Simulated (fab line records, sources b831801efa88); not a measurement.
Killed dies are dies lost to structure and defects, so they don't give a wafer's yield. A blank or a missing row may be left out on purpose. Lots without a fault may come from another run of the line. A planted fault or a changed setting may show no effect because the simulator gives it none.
fab line records | flow sky130
record lots=10 wafers=30 last_day=51
route steps=708 shown SD_P@330 LOCAL_INTERCONNECT@399 CONTACT@422
lots that met no fault: from a run of the same line without faults
start_h: hours from the record's first day to the start of the lot's first wafer shown | wait_h: hours since the lot's step before | " the same as in the row above | L1.1+2: a row that stands for several wafers | - no value, or no start given | * or withheld: withheld | < > ~ a bound
route shown NAME@n: a module of which the file shows steps, and the number in the route of the first | usual: mean/standard deviation of fault-free wafers | same: alike in all rows | chamber/n: place in a boat | sites: the reading at each site | _std_site: their standard deviation | _edge_site: outer sites' mean less inner sites' | radius_mm: how far each site lies from the wafer's centre | mask NAME#n: copy n | behind: the tool/chamber that last shaped the wafer | hold: why the lot was held/for how many hours/how that ended | device: the transistor (n, p or np) that didn't switch | end of line: the same wafers' tests at the end of the route | a step without rows: its recipe alone | killed: dies lost to structure and defects at the first sort, not the wafer's yield | map: a wafer's dies, x killed, . not, _ none there
set.NAME: the setting as run; set.NAME@STEP: as run at that earlier step | model.NAME: the simulator's own value behind a step, which no gauge read
steps of the route over a sample of lots; a table a step, a row a wafer
services: from which hour (start_h, from the record's first day; less than 0 if before it) a tool's chamber was out of use, for how many hours, and why
## steps
# step SKY_SD_P_STRIP_10
# recipe chemistry=O2/N2 power_w=1400 pressure_mtorr=1500 platen_temp_c=withheld o2_flow_sccm=3000 n2_flow_sccm=300 overash_fraction=0.5
# usual chamber_pressure_mTorr=1499.9/1.3 drypump_motor_current_A=5.5/0.46 oes_product_au=0.616/0.0044 strip_time_to_endpoint_s=17.56/0.039
# columns lot.wafer tool chamber start_h wait_h chamber_pressure_mTorr drypump_motor_current_A oes_product_au rf_hours_counter_h strip_time_to_endpoint_s
L964.1 plasma_asher-04 1 569.09 0.1 1496.3 6.1 0.613 77 17.57
L964.2 " 0 " " 1500.4 6.1 0.618 77 17.55
L964.4 " 1 " " 1499.3 6.1 0.622 - 17.56
L965.1 plasma_asher-01 1 596.47 0.1 1500.3 4.9 0.616 91 17.51
L965.3 " 1 " " 1498.9 5.0 0.621 - 17.52
L965.6 " 0 " " 1497.9 5.8 0.618 - 17.54
L966.3 plasma_asher-01 1 617.57 0.1 1500.7 4.9 0.619 - 17.54
L966.4 " 0 " " 1501.1 5.8 0.610 - 17.57
L966.6 " 1 " " 1501.5 4.9 0.617 - 17.60
L968.2 plasma_asher-02 0 619.17 0.1 1497.5 5.1 0.612 17 17.56
L968.3 " 1 " " 1502.7 5.4 0.615 - 17.54
L968.5 " 0 " " 1499.3 5.1 0.617 - 17.58
L976.1 plasma_asher-02 1 719.53 0.1 1498.1 5.4 0.615 27 17.60
L976.4 " 0 " " 1498.8 5.1 0.616 - 17.59
L976.6 " 1 " " 1498.5 5.4 0.619 - 17.57
L975.1 plasma_asher-02 1 720.69 0.1 1500.7 5.4 0.619 27 17.58
L975.5 " 0 " " 1498.5 5.1 0.619 - 17.55
L975.6 " 1 " " 1499.3 5.4 0.623 - 17.57
L981.2 plasma_asher-02 0 726.98 0.1 1500.2 5.1 0.622 27 17.58
L981.4 " 0 " " 1500.7 5.1 0.620 - 17.62
L981.5 " 1 " " 1500.5 5.3 0.618 - 17.56
L984.1 plasma_asher-01 1 754.13 0.1 1500.2 4.9 0.614 1 17.55
L984.3 " 1 " " 1498.6 4.9 0.608 - 17.57
L984.4 " 0 " " 1500.0 5.7 0.610 - 17.53
L986.1 plasma_asher-02 1 764.49 0.1 1498.9 5.4 0.614 31 17.56
L986.3 " 1 " " 1498.9 5.4 0.613 - 17.58
L986.5 " 1 " " 1499.7 5.4 0.619 - 17.58
L987.2 plasma_asher-04 1 778.58 0.1 1500.5 6.1 0.611 97 17.51
L987.5 " 1 " " 1498.2 6.1 0.615 - 17.48
L987.6 " 0 " " 1498.2 6.2 0.614 - 17.52
# step SKY_LOCAL_INTERCONNECT_OVL_MEAS_12
# usual LOCAL_INTERCONNECT_OVL=-4/4.4
# columns lot.wafer tool chamber start_h wait_h LOCAL_INTERCONNECT_OVL[nm]
L964.1 overlay-02 - 688.10 0.1 -5
L964.2 " - " " -13
L964.4 " - " " -7
L965.1 overlay-01 - 714.35 0.1 -1
L965.3 " - " " 1
L965.6 " - " " 1
L966.3 overlay-02 - 734.02 0.1 -7
L966.4 " - " " -3
L966.6 " - " " 2
L968.2 overlay-01 - 737.34 0.1 -2
L968.3 " - " " -3
L968.5 " - " " -3
L976.1 overlay-02 - 831.00 0.1 -6
L976.4 " - " " -8
L976.6 " - " " 0
L975.1 overlay-01 - 831.65 0.1 -9
L975.5 " - " " -1
L975.6 " - " " -1
L981.2 overlay-02 - 837.39 0.1 -4
L981.4 " - " " -8
L981.5 " - " " -7
L984.1 overlay-01 - 864.50 0.1 -6
L984.3 " - " " -7
L984.4 " - " " -5
L986.1 overlay-02 - 872.85 0.1 -8
L986.3 " - " " -4
L986.5 " - " " 3
L987.2 overlay-02 - 887.04 0.1 2
L987.5 " - " " -7
L987.6 " - " " -4
# step SKY_LOCAL_INTERCONNECT_STRIP_15
# recipe chemistry=O2/N2 power_w=1400 pressure_mtorr=1500 platen_temp_c=withheld o2_flow_sccm=3000 n2_flow_sccm=300 overash_fraction=0.5
# usual chamber_pressure_mTorr=1500.1/1.4 drypump_motor_current_A=5.5/0.43 oes_product_au=0.427/0.0045 strip_time_to_endpoint_s=4.716/0.019
# columns lot.wafer tool chamber start_h wait_h chamber_pressure_mTorr drypump_motor_current_A oes_product_au rf_hours_counter_h strip_time_to_endpoint_s
L964.1 plasma_asher-01 0 688.25 0.0 1501.0 5.8 0.426 100 4.739
L964.2 " 1 " " 1498.5 4.9 0.424 100 4.712
L964.4 " 1 " " 1498.0 4.9 0.428 - 4.723
L965.1 plasma_asher-02 1 714.50 0.0 1499.3 5.4 0.424 26 4.732
L965.3 " 1 " " 1498.8 5.4 0.425 - 4.749
L965.6 " 0 " " 1498.9 5.1 0.427 - 4.748
L966.3 plasma_asher-02 1 734.19 0.1 1500.2 5.4 0.424 - 4.739
L966.4 " 0 " " 1499.7 5.1 0.424 - 4.692
L966.6 " 1 " " 1500.5 5.4 0.421 - 4.689
L968.2 plasma_asher-04 0 737.48 0.0 1501.4 6.1 0.428 93 4.722
L968.3 " 1 " " 1499.2 6.2 0.434 - 4.725
L968.5 " 1 " " 1501.1 6.1 0.432 - 4.737
L976.1 plasma_asher-02 0 831.15 0.0 1800.2 5.1 0.430 38 4.550
L976.4 " 1 " " 1800.5 5.4 0.418 - 4.571
L976.6 " 1 " " 1802.1 5.4 0.431 - 4.580
L975.1 plasma_asher-02 0 831.80 0.0 1800.1 5.1 0.430 38 4.584
L975.5 " 1 " " 1801.0 5.4 0.433 - 4.539
L975.6 " 0 " " 1798.4 5.1 0.426 - 4.573
L981.2 plasma_asher-01 0 837.53 0.0 1497.3 5.7 0.427 10 4.696
L981.4 " 0 " " 1501.1 5.7 0.422 - 4.706
L981.5 " 1 " " 1500.9 4.9 0.424 - 4.687
L984.1 plasma_asher-01 1 864.65 0.0 1499.0 4.9 0.433 13 4.724
L984.3 " 0 " " 1498.3 5.7 0.429 - 4.722
L984.4 " 1 " " 1498.0 4.9 0.421 - 4.744
L986.1 plasma_asher-01 1 873.11 0.1 1501.1 4.9 0.426 14 4.742
L986.3 " 1 " " 1498.4 4.9 0.426 - 4.749
L986.5 " 1 " " 1499.1 4.9 0.422 - 4.725
L987.2 plasma_asher-04 0 887.30 0.1 1498.4 6.1 0.430 105 4.729
L987.5 " 0 " " 1500.4 6.1 0.432 - 4.700
L987.6 " 1 " " 1500.4 6.2 0.422 - 4.744
# step SKY_CONTACT_ETCH_16
# recipe chemistry=N2/H2 target=BARC ion_energy_ev=200 source_w=500 bias_w=100 pressure_mtorr=30 n2_flow_sccm=100 h2_flow_sccm=200 stop_on=SiO2 time_s=45.9 target_depth_a=600
# usual drypump_motor_current_A=5.7/0.45 oes_product_au=0.854/0.0049 throttle_valve_pct=13.223/0.0098
# columns lot.wafer tool chamber start_h wait_h drypump_motor_current_A oes_product_au rf_hours_counter_h throttle_valve_pct
L964.1 rie_diel-03 0 717.48 0.0 5.5 0.852 32 13.217
L964.2 " 3 " " 6.2 0.861 11 13.212
L964.4 " 1 " " 5.8 0.860 6 13.219
L965.1 rie_diel-02 0 743.43 0.0 4.8 0.862 43 13.226
L965.3 " 1 " " 4.9 0.859 13 13.240
L965.6 " 1 " " 4.9 0.854 - 13.215
L966.3 rie_diel-04 2 763.05 0.0 5.9 0.853 13 13.228
L966.4 " 3 " " 5.5 0.855 4 13.211
L966.6 " 0 " " 6.3 0.849 - 13.220
L968.2 rie_diel-03 2 766.73 0.0 5.8 0.854 6 13.235
L968.3 " 3 " " 6.2 0.858 12 13.222
L968.5 " 0 " " 5.5 0.865 - 13.213
L976.1 rie_diel-04 2 858.50 0.0 5.8 0.843 16 13.223
L976.4 " 3 " " 5.5 0.860 6 13.228
L976.6 " 1 " " 5.7 0.859 - 13.225
L975.1 rie_diel-03 0 859.15 0.0 5.5 0.841 0 13.216
L975.5 " 3 " " 6.2 0.862 - 13.210
L975.6 " 0 " " 5.5 0.857 - 13.224
L981.2 rie_diel-02 2 864.89 0.0 4.7 0.859 8 13.214
L981.4 " 3 " " 5.5 0.856 12 13.220
L981.5 " 3 " " 5.5 0.853 - 13.211
L984.1 rie_diel-03 0 892.00 0.0 5.6 0.851 2 13.234
L984.3 " 1 " " 5.8 0.853 11 13.226
L984.4 " 2 " " 5.7 0.856 9 13.216
L986.1 rie_diel-04 1 899.49 0.0 5.7 0.850 12 13.222
L986.3 " 0 " " 6.3 0.849 10 13.221
L986.5 " 2 " " 5.9 0.854 - 13.229
L987.2 rie_diel-03 2 914.19 0.0 5.8 0.850 10 13.230
L987.5 " 0 " " 5.6 0.851 - 13.228
L987.6 " 3 " " 6.2 0.849 - 13.209
## services
# columns tool chamber start_h hours kind
rie_diel-03 0 557.32 4.4 repair
rie_diel-03 2 562.07 5.6 repair
plasma_asher-04 - 563.93 1.2 repair
rie_diel-04 2 568.23 7.2 repair
rie_diel-04 0 571.94 7.0 repair
rie_diel-02 3 576.00 18.3 repair
rie_diel-04 - 586.17 14.6 pm
rie_diel-02 2 588.20 5.2 repair
rie_diel-02 - 593.50 2.8 pm
rie_diel-03 - 661.81 1.2 repair
rie_diel-03 - 668.61 0.7 repair
rie_diel-02 3 721.32 6.1 repair
rie_diel-02 3 728.41 6.9 repair
plasma_asher-01 - 733.75 9.0 pm
plasma_asher-04 - 791.32 0.8 repair
rie_diel-04 3 798.37 5.8 repair
rie_diel-04 1 814.28 2.7 repair
rie_diel-04 - 828.50 0.4 repair
plasma_asher-04 - 829.35 28.1 pm
rie_diel-03 - 837.99 0.5 repair
rie_diel-04 1 864.38 19.1 repair
rie_diel-04 3 892.76 15.7 repair
rie_diel-03 1 893.40 3.9 repair
plasma_asher-04 - 899.44 2.8 pm
## key
first_sign step=SKY_LOCAL_INTERCONNECT_STRIP_15 reading=chamber_pressure_mTorr direction=up sigmas=99+ usual=1500.1 struck=1800.4
effect step=SKY_LOCAL_INTERCONNECT_STRIP_15 reading=strip_time_to_endpoint_s direction=down sigmas=7.7 usual=* struck=*
met_at SKY_LOCAL_INTERCONNECT_STRIP_15
struck_lots L975,L976
tester_left_out L975,L976
not_acting_at SKY_SD_P_STRIP_10,SKY_LOCAL_INTERCONNECT_OVL_MEAS_12,SKY_CONTACT_ETCH_16
onset_between 734.19 831.15
fault kind=process_parameter_drift tool=plasma_asher-02 chamber=- onset_h=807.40 steps=SKY_LOCAL_INTERCONNECT_STRIP_15 channel=pressure_mtorr offset=300 shape=step end_h=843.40 acts_in=these_recipes_only stated=1500
# tester_left_out: of these lots the tester's yield and bins aren't shown, on N5 and GAA mostly nor the transistor test; their killed dies are dies lost to structure and defects alone, not to doping, threshold or leakage, so they don't give the yield
